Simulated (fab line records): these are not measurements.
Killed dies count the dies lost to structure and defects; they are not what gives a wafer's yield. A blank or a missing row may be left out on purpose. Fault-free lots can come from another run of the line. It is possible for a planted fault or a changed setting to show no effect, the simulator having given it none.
What tool caused it? || flow sky130 || 33 wafers from 11 lots sampled at 5 of the route's 708 steps

== WHAT THE GAUGES READ, wafer by wafer ==
No reading from a measuring or inspecting step in the record can be judged against a usual standard deviation.

== EACH LOT AND THE TOOL THAT RAN IT (in order: tool; ch and the chambers of the sampled wafers; start) ==
{"lot": "L423", "SKY_PWDE_STRIP_09": "plasma asher-02 ch 0,1, day 4 02:16", "SKY_METAL5_SPUTTER_01": "pvd sputter-02, day 43 07:16", "SKY_METAL5_DESCUM_14": "rie metal-03 ch 0,1, day 44 05:17", "SKY_METAL5_METAL_ETCH_15": "rie metal-03 ch 0,1, day 44 05:20", "SKY_PAD_OPEN_PROBE_99": "-"}
{"lot": "L424", "SKY_PWDE_STRIP_09": "plasma asher-01 ch 0,1, day 4 11:28", "SKY_METAL5_SPUTTER_01": "pvd sputter-03, day 43 16:10", "SKY_METAL5_DESCUM_14": "rie metal-02 ch 0,1, day 44 13:05", "SKY_METAL5_METAL_ETCH_15": "rie metal-02 ch 0,1, day 44 13:08", "SKY_PAD_OPEN_PROBE_99": "-"}
{"lot": "L425", "SKY_PWDE_STRIP_09": "plasma asher-01 ch 0,1, day 4 12:10", "SKY_METAL5_SPUTTER_01": "pvd sputter-03, day 43 18:05", "SKY_METAL5_DESCUM_14": "rie metal-02 ch 0,1, day 44 16:08", "SKY_METAL5_METAL_ETCH_15": "rie metal-02 ch 0,1, day 44 16:11", "SKY_PAD_OPEN_PROBE_99": "-"}
{"lot": "L427", "SKY_PWDE_STRIP_09": "plasma asher-01 ch 0,1, day 4 23:32", "SKY_METAL5_SPUTTER_01": "pvd sputter-02, day 44 07:24", "SKY_METAL5_DESCUM_14": "rie metal-01 ch 0,1, day 45 05:08", "SKY_METAL5_METAL_ETCH_15": "rie metal-01 ch 0,1, day 45 05:11", "SKY_PAD_OPEN_PROBE_99": "prober-01, day 47 02:47"}
{"lot": "L428", "SKY_PWDE_STRIP_09": "plasma asher-01 ch 0,1, day 5 04:49", "SKY_METAL5_SPUTTER_01": "pvd sputter-01, day 44 16:57", "SKY_METAL5_DESCUM_14": "rie metal-03 ch 0,1, day 45 15:26", "SKY_METAL5_METAL_ETCH_15": "rie metal-03 ch 0,1, day 45 15:29", "SKY_PAD_OPEN_PROBE_99": "prober-02, day 47 12:20"}
{"lot": "L439", "SKY_PWDE_STRIP_09": "plasma asher-03 ch 0, day 7 22:08", "SKY_METAL5_SPUTTER_01": "pvd sputter-01, day 47 20:13", "SKY_METAL5_DESCUM_14": "rie metal-02 ch 1, day 48 14:50", "SKY_METAL5_METAL_ETCH_15": "rie metal-02 ch 1, day 48 14:52", "SKY_PAD_OPEN_PROBE_99": "-"}
{"lot": "L440", "SKY_PWDE_STRIP_09": "plasma asher-02 ch 1, day 8 03:19", "SKY_METAL5_SPUTTER_01": "pvd sputter-03, day 47 20:56", "SKY_METAL5_DESCUM_14": "rie metal-01 ch 0,1, day 48 15:53", "SKY_METAL5_METAL_ETCH_15": "rie metal-01 ch 0,1, day 48 15:55", "SKY_PAD_OPEN_PROBE_99": "-"}
{"lot": "L441", "SKY_PWDE_STRIP_09": "plasma asher-02 ch 0,1, day 8 07:13", "SKY_METAL5_SPUTTER_01": "pvd sputter-01, day 47 21:10", "SKY_METAL5_DESCUM_14": "rie metal-03 ch 0,1, day 48 16:12", "SKY_METAL5_METAL_ETCH_15": "rie metal-03 ch 0,1, day 48 16:18", "SKY_PAD_OPEN_PROBE_99": "-"}
{"lot": "L442", "SKY_PWDE_STRIP_09": "plasma asher-02 ch 0,1, day 8 13:41", "SKY_METAL5_SPUTTER_01": "pvd sputter-02, day 47 22:43", "SKY_METAL5_DESCUM_14": "rie metal-03 ch 0,1, day 48 18:23", "SKY_METAL5_METAL_ETCH_15": "rie metal-03 ch 0,1, day 48 18:25", "SKY_PAD_OPEN_PROBE_99": "-"}
{"lot": "L444", "SKY_PWDE_STRIP_09": "plasma asher-02 ch 0,1, day 9 00:13", "SKY_METAL5_SPUTTER_01": "pvd sputter-03, day 48 12:41", "SKY_METAL5_DESCUM_14": "rie metal-02 ch 0, day 49 07:50", "SKY_METAL5_METAL_ETCH_15": "rie metal-02 ch 0, day 49 07:52", "SKY_PAD_OPEN_PROBE_99": "-"}
{"lot": "L445", "SKY_PWDE_STRIP_09": "plasma asher-02 ch 0,1, day 9 09:23", "SKY_METAL5_SPUTTER_01": "pvd sputter-01, day 48 22:54", "SKY_METAL5_DESCUM_14": "rie metal-02 ch 0,1, day 49 16:35", "SKY_METAL5_METAL_ETCH_15": "rie metal-02 ch 0,1, day 49 16:37", "SKY_PAD_OPEN_PROBE_99": "-"}
- SKY_PWDE_STRIP_09: strips in O2/N2.
- SKY_METAL5_SPUTTER_01: material TiN, target thk 20 nm, time 16.7 s.
- SKY_METAL5_DESCUM_14: chemistry O2, time 11 s.
- SKY_METAL5_METAL_ETCH_15: etches the open film in Cl2/BCl3, stops on SiO2, target depth 1260 nm, time 252 s.
- SKY_PAD_OPEN_PROBE_99

== WHAT THE TOOLS THEMSELVES READ (means of the sampled wafers that have a number; where no wafer has one, the mark that the record gives instead) ==
SKY_PWDE_STRIP_09.
{"lot": "L423", "tool": "plasma asher-02", "chamber pressure mTorr (mTorr)": 1500.9, "drypump motor current A (A)": 6.4, "oes product au (a.u.)": 0.722, "strip time to endpoint s (s)": 36.86}
{"lot": "L424", "tool": "plasma asher-01", "chamber pressure mTorr (mTorr)": 1499.5, "drypump motor current A (A)": 5.7, "oes product au (a.u.)": 0.724, "strip time to endpoint s (s)": 36.96}
{"lot": "L425", "tool": "plasma asher-01", "chamber pressure mTorr (mTorr)": 1499.1, "drypump motor current A (A)": 5.8, "oes product au (a.u.)": 0.723, "strip time to endpoint s (s)": 36.99}
{"lot": "L427", "tool": "plasma asher-01", "chamber pressure mTorr (mTorr)": 1501.1, "drypump motor current A (A)": 5.7, "oes product au (a.u.)": 0.723, "strip time to endpoint s (s)": 36.97}
{"lot": "L428", "tool": "plasma asher-01", "chamber pressure mTorr (mTorr)": 1499.9, "drypump motor current A (A)": 5.7, "oes product au (a.u.)": 0.723, "strip time to endpoint s (s)": 36.90}
{"lot": "L439", "tool": "plasma asher-03", "chamber pressure mTorr (mTorr)": 1499.6, "drypump motor current A (A)": 5.6, "oes product au (a.u.)": 0.721, "strip time to endpoint s (s)": 37.05}
{"lot": "L440", "tool": "plasma asher-02", "chamber pressure mTorr (mTorr)": 1500.7, "drypump motor current A (A)": 6.1, "oes product au (a.u.)": 0.721, "strip time to endpoint s (s)": 37.06}
{"lot": "L441", "tool": "plasma asher-02", "chamber pressure mTorr (mTorr)": 1501.3, "drypump motor current A (A)": 6.3, "oes product au (a.u.)": 0.721, "strip time to endpoint s (s)": 36.90}
{"lot": "L442", "tool": "plasma asher-02", "chamber pressure mTorr (mTorr)": 1501.3, "drypump motor current A (A)": 6.4, "oes product au (a.u.)": 0.727, "strip time to endpoint s (s)": 36.99}
{"lot": "L444", "tool": "plasma asher-02", "chamber pressure mTorr (mTorr)": 1500.3, "drypump motor current A (A)": 6.4, "oes product au (a.u.)": 0.729, "strip time to endpoint s (s)": 36.98}
{"lot": "L445", "tool": "plasma asher-02", "chamber pressure mTorr (mTorr)": 1499.1, "drypump motor current A (A)": 6.3, "oes product au (a.u.)": 0.722, "strip time to endpoint s (s)": 36.75}

SKY_METAL5_SPUTTER_01.
{"lot": "L423", "tool": "pvd sputter-02", "throttle valve pct (%)": 30.5}
{"lot": "L424", "tool": "pvd sputter-03", "throttle valve pct (%)": 30.0}
{"lot": "L425", "tool": "pvd sputter-03", "throttle valve pct (%)": 30.0}
{"lot": "L427", "tool": "pvd sputter-02", "throttle valve pct (%)": 30.6}
{"lot": "L428", "tool": "pvd sputter-01", "throttle valve pct (%)": 29.5}
{"lot": "L439", "tool": "pvd sputter-01", "throttle valve pct (%)": 29.4}
{"lot": "L440", "tool": "pvd sputter-03", "throttle valve pct (%)": 30.1}
{"lot": "L441", "tool": "pvd sputter-01", "throttle valve pct (%)": 29.3}
{"lot": "L442", "tool": "pvd sputter-02", "throttle valve pct (%)": 30.6}
{"lot": "L444", "tool": "pvd sputter-03", "throttle valve pct (%)": 30.8}
{"lot": "L445", "tool": "pvd sputter-01", "throttle valve pct (%)": 29.5}

SKY_METAL5_DESCUM_14.
{"lot": "L423", "tool": "rie metal-03", "chamber pressure mTorr (mTorr)": 10.002, "drypump motor current A (A)": 5.9, "he backside leak sccm (sccm)": 3.2, "oes product au (a.u.)": 1.003, "rf fwd power W (W)": 147.0}
{"lot": "L424", "tool": "rie metal-02", "chamber pressure mTorr (mTorr)": 10.001, "drypump motor current A (A)": 5.6, "he backside leak sccm (sccm)": 3.3, "oes product au (a.u.)": 1.011, "rf fwd power W (W)": 147.0}
{"lot": "L425", "tool": "rie metal-02", "chamber pressure mTorr (mTorr)": 10.000, "drypump motor current A (A)": 5.9, "he backside leak sccm (sccm)": 3.3, "oes product au (a.u.)": 1.007, "rf fwd power W (W)": 146.4}
{"lot": "L427", "tool": "rie metal-01", "chamber pressure mTorr (mTorr)": 9.997, "drypump motor current A (A)": 5.2, "he backside leak sccm (sccm)": 3.0, "oes product au (a.u.)": 0.999, "rf fwd power W (W)": 147.4}
{"lot": "L428", "tool": "rie metal-03", "chamber pressure mTorr (mTorr)": 9.987, "drypump motor current A (A)": 5.8, "he backside leak sccm (sccm)": 3.3, "oes product au (a.u.)": 0.993, "rf fwd power W (W)": 147.1}
{"lot": "L439", "tool": "rie metal-02", "chamber pressure mTorr (mTorr)": 10.003, "drypump motor current A (A)": 5.3, "he backside leak sccm (sccm)": 3.0, "oes product au (a.u.)": 1.006, "rf fwd power W (W)": 148.2}
{"lot": "L440", "tool": "rie metal-01", "chamber pressure mTorr (mTorr)": 10.003, "drypump motor current A (A)": 5.5, "he backside leak sccm (sccm)": 3.2, "oes product au (a.u.)": 0.998, "rf fwd power W (W)": 148.0}
{"lot": "L441", "tool": "rie metal-03", "chamber pressure mTorr (mTorr)": 10.002, "drypump motor current A (A)": 5.9, "he backside leak sccm (sccm)": 3.3, "oes product au (a.u.)": 0.998, "rf fwd power W (W)": 146.2}
{"lot": "L442", "tool": "rie metal-03", "chamber pressure mTorr (mTorr)": 10.009, "drypump motor current A (A)": 5.9, "he backside leak sccm (sccm)": 3.4, "oes product au (a.u.)": 1.012, "rf fwd power W (W)": 147.0}
{"lot": "L444", "tool": "rie metal-02", "chamber pressure mTorr (mTorr)": 9.999, "drypump motor current A (A)": 6.2, "he backside leak sccm (sccm)": 3.5, "oes product au (a.u.)": 1.003, "rf fwd power W (W)": 145.8}
{"lot": "L445", "tool": "rie metal-02", "chamber pressure mTorr (mTorr)": 9.995, "drypump motor current A (A)": 5.6, "he backside leak sccm (sccm)": 3.3, "oes product au (a.u.)": 1.012, "rf fwd power W (W)": 147.7}

SKY_METAL5_METAL_ETCH_15.
{"lot": "L423", "tool": "rie metal-03", "chamber pressure mTorr (mTorr)": 10.000, "drypump motor current A (A)": 5.9, "he backside leak sccm (sccm)": 3.46, "mfc cl2 sccm (sccm)": 59.95, "oes product au (a.u.)": 0.898, "rf fwd power W (W)": 895.1, "throttle valve pct (%)": 22.255}
{"lot": "L424", "tool": "rie metal-02", "chamber pressure mTorr (mTorr)": 10.005, "drypump motor current A (A)": 5.6, "he backside leak sccm (sccm)": 3.21, "mfc cl2 sccm (sccm)": 59.96, "oes product au (a.u.)": 0.895, "rf fwd power W (W)": 900.0, "throttle valve pct (%)": 22.253}
{"lot": "L425", "tool": "rie metal-02", "chamber pressure mTorr (mTorr)": 9.990, "drypump motor current A (A)": 5.8, "he backside leak sccm (sccm)": 3.46, "mfc cl2 sccm (sccm)": 59.85, "oes product au (a.u.)": 0.897, "rf fwd power W (W)": 897.3, "throttle valve pct (%)": 22.259}
{"lot": "L427", "tool": "rie metal-01", "chamber pressure mTorr (mTorr)": 10.000, "drypump motor current A (A)": 5.1, "he backside leak sccm (sccm)": 3.21, "mfc cl2 sccm (sccm)": 60.09, "oes product au (a.u.)": 0.895, "rf fwd power W (W)": 897.3, "throttle valve pct (%)": 22.257}
{"lot": "L428", "tool": "rie metal-03", "chamber pressure mTorr (mTorr)": 10.002, "drypump motor current A (A)": 5.8, "he backside leak sccm (sccm)": 3.47, "mfc cl2 sccm (sccm)": 60.00, "oes product au (a.u.)": 0.895, "rf fwd power W (W)": 896.7, "throttle valve pct (%)": 22.273}
{"lot": "L439", "tool": "rie metal-02", "chamber pressure mTorr (mTorr)": 10.000, "drypump motor current A (A)": 5.3, "he backside leak sccm (sccm)": 3.09, "mfc cl2 sccm (sccm)": 59.95, "oes product au (a.u.)": 0.892, "rf fwd power W (W)": 900.1, "throttle valve pct (%)": 22.259}
{"lot": "L440", "tool": "rie metal-01", "chamber pressure mTorr (mTorr)": 9.985, "drypump motor current A (A)": 5.5, "he backside leak sccm (sccm)": 3.35, "mfc cl2 sccm (sccm)": 60.02, "oes product au (a.u.)": 0.894, "rf fwd power W (W)": 898.2, "throttle valve pct (%)": 22.268}
{"lot": "L441", "tool": "rie metal-03", "chamber pressure mTorr (mTorr)": 9.999, "drypump motor current A (A)": 5.8, "he backside leak sccm (sccm)": 3.48, "mfc cl2 sccm (sccm)": 59.95, "oes product au (a.u.)": 0.896, "rf fwd power W (W)": 899.3, "throttle valve pct (%)": 22.264}
{"lot": "L442", "tool": "rie metal-03", "chamber pressure mTorr (mTorr)": 10.001, "drypump motor current A (A)": 5.9, "he backside leak sccm (sccm)": 3.38, "mfc cl2 sccm (sccm)": 60.08, "oes product au (a.u.)": 0.895, "rf fwd power W (W)": 896.5, "throttle valve pct (%)": 22.257}
{"lot": "L444", "tool": "rie metal-02", "chamber pressure mTorr (mTorr)": 10.001, "drypump motor current A (A)": 6.1, "he backside leak sccm (sccm)": 3.58, "mfc cl2 sccm (sccm)": 60.00, "oes product au (a.u.)": 0.893, "rf fwd power W (W)": 893.2, "throttle valve pct (%)": 22.263}
{"lot": "L445", "tool": "rie metal-02", "chamber pressure mTorr (mTorr)": 9.996, "drypump motor current A (A)": 5.6, "he backside leak sccm (sccm)": 3.30, "mfc cl2 sccm (sccm)": 60.15, "oes product au (a.u.)": 0.895, "rf fwd power W (W)": 899.0, "throttle valve pct (%)": 22.267}

SKY_PAD_OPEN_PROBE_99.
{"lot": "L427", "tool": "prober-01", "killed_at_M0_to_M3": 40, "killed_at_M4_up": 3.0, "killed at contacts": 18, "killed at front end": 67, "killed at other": 0.0, "killed dies": 128, "killed open": 38, "killed short": 37}
{"lot": "L428", "tool": "prober-02", "killed_at_M0_to_M3": 35, "killed_at_M4_up": 1.7, "killed at contacts": 29, "killed at front end": 67, "killed at other": 0.0, "killed dies": 133, "killed open": 44, "killed short": 37}

== THE ANSWER, worked out from the rows above alone ==
Rule: usual is defined by the lots themselves. Put in order of their means at a reading, lots are off if they are a third of the lots or fewer, leave a main group of 4 or more, and stand apart from it by a gap of 3 or more times the standard deviation of the main group's means; of several such gaps the widest counts. Not used: any main group whose means are identical at the precision the tables above print for the reading. Also off: a lot with no number at a reading for which 4 or more lots have one. Where the step has rows for the other lots, those lots are counted as sound. Order of review: gauges by route order, followed by the tools' own readings, for which a lot's mean as printed above is used. At the first step where some lot is off, the reading lying furthest off is the one used; lots without a number count as furthest.
No lot is off at any reading shown: from this, nothing can be told.

== WHAT THE SIMULATOR PUT IN ==
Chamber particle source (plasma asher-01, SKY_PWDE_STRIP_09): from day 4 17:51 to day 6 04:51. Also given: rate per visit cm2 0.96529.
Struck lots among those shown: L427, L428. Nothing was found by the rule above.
